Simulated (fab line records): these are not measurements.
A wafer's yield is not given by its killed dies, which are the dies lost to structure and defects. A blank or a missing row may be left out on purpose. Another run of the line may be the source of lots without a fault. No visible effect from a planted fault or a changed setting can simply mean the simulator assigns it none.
Which tool did it? ; flow sky130 ; 13 lots, 39 wafers sampled, at 3 steps of a route of 708

## WHAT THE GAUGES READ, wafer by wafer
SKY_VIA2_BOW_MEAS_03. Usual: VIA2_BOW gives 88 um (standard deviation 7.1).
lot;measured;on;VIA2_BOW (um);flag
L273;day 35 00:50;film_metro-02;85 87 92;
L275;day 36 01:57;film_metro-03;88 86 87;
L278;day 36 15:01;film_metro-01;79 99 92;
L279;day 37 00:58;film_metro-03;87 87 98;
L283;day 38 18:04;film_metro-03;90 98 97;
L284;day 39 00:52;film_metro-03;95 71 81;
L286;day 39 10:06;film_metro-03;87 78 83;
L287;day 39 10:38;film_metro-03;82 89 88;
L289;day 40 03:49;film_metro-01;84 82 87;
L291;day 40 13:50;film_metro-03;86 92 88;
L292;day 40 15:50;film_metro-03;90 93 92;
L293;day 40 23:02;film_metro-02;87 90 84;
L296;day 41 18:43;film_metro-01;81 85 93;

SKY_VIA3_OVL_MEAS_13. Usual: VIA3_OVL gives 2 nm (standard deviation 6).
lot;measured;on;VIA3_OVL (nm);flag
L273;day 39 11:55;overlay-01;4 4 6;
L275;day 40 10:47;overlay-01;-4 -1 -11;
L278;day 40 22:26;overlay-01;0 -1 -5;
L279;day 41 08:40;overlay-02;6 0 -1;
L283;day 42 22:16;overlay-01;7 3 6;
L284;day 43 05:17;overlay-02;6 -1 0;
L286;day 43 13:05;overlay-01;-1 -8 -8;
L287;day 43 13:46;overlay-02;1 -3 -5;
L289;day 44 05:36;overlay-01;0 -3 -9;
L291;day 44 15:25;overlay-02;-1 -3 2;
L292;day 44 18:13;overlay-01;0 9 6;
L293;day 44 22:56;overlay-01;2 7 4;
L296;day 45 19:25;overlay-02;4 7 -2;

## EACH LOT AND THE TOOL THAT RAN IT (in order: tool; ch and the chambers of the sampled wafers; start)
lot;SKY_METAL3_STRIP_20
L273;wet_bench-04 ch 0, day 38 09:56
L275;wet_bench-03 ch 0, day 39 09:34
L278;wet_bench-04 ch 3, day 39 21:07
L279;wet_bench-04 ch 3, day 40 07:28
L283;wet_bench-01 ch 0, day 41 21:10
L284;wet_bench-04 ch 2, day 42 04:37
L286;wet_bench-03 ch 1, day 42 12:34
L287;wet_bench-03 ch 2, day 42 13:13
L289;wet_bench-01 ch 1, day 43 05:25
L291;wet_bench-03 ch 1, day 43 15:13
L292;wet_bench-03 ch 0, day 43 18:16
L293;wet_bench-01 ch 1, day 43 23:49
L296;wet_bench-01 ch 2, day 44 20:55
- SKY_METAL3_STRIP_20: strips in post etch residue remover, time 1200 s.

## AS READ BY THE TOOLS THEMSELVES (means over the sampled wafers that have a number; for cases with no such wafer, the mark the record gives instead)
SKY_METAL3_STRIP_20. Usual: bath_guard_temp_C 72.6 C, standard deviation 0.48; bath_heat_duty_pct 15.4 %, standard deviation 1.7.
lot;tool;bath_guard_temp_C (C);bath_heat_duty_pct (%);flag
L273;wet_bench-04;72.1;17.7;
L275;wet_bench-03;72.9;17.8;
L278;wet_bench-04;72.6;14.9;
L279;wet_bench-04;72.7;14.3;
L283;wet_bench-01;73.1;13.0;
L284;wet_bench-04;72.1;17.4;
L286;wet_bench-03;72.5;15.8;
L287;wet_bench-03;72.0;15.6;
L289;wet_bench-01;72.9;15.1;
L291;wet_bench-03;-;-;OFF
L292;wet_bench-03;-;-;OFF
L293;wet_bench-01;-;-;OFF
L296;wet_bench-01;71.9;14.3;

## THE ANSWER, worked out from the rows above alone
Rule: a lot counts as off when the mean over its wafers that have a number is more than 3 standard deviations away from the usual mean. A lot without any number at a reading at which 4 lots or more have one is off too. All remaining lots with rows at the step are treated as sound. First the gauges in route order, then the tools' own readings, where a lot's mean is used as printed above. The first step at which some lot is off is used, and at that step the reading that is off furthest; a lot without a number counts as furthest.
Off: L291, L292, L293, at SKY_METAL3_STRIP_20 (bath_guard_temp_C). Without a number there: L291, L292, L293.
If a tool, at that step or one of the process steps before it, ran each lot that is off and ran no sound lot following the first of them, it fits. Of those tried, none fits.

## WHAT WAS PUT IN BY THE SIMULATOR
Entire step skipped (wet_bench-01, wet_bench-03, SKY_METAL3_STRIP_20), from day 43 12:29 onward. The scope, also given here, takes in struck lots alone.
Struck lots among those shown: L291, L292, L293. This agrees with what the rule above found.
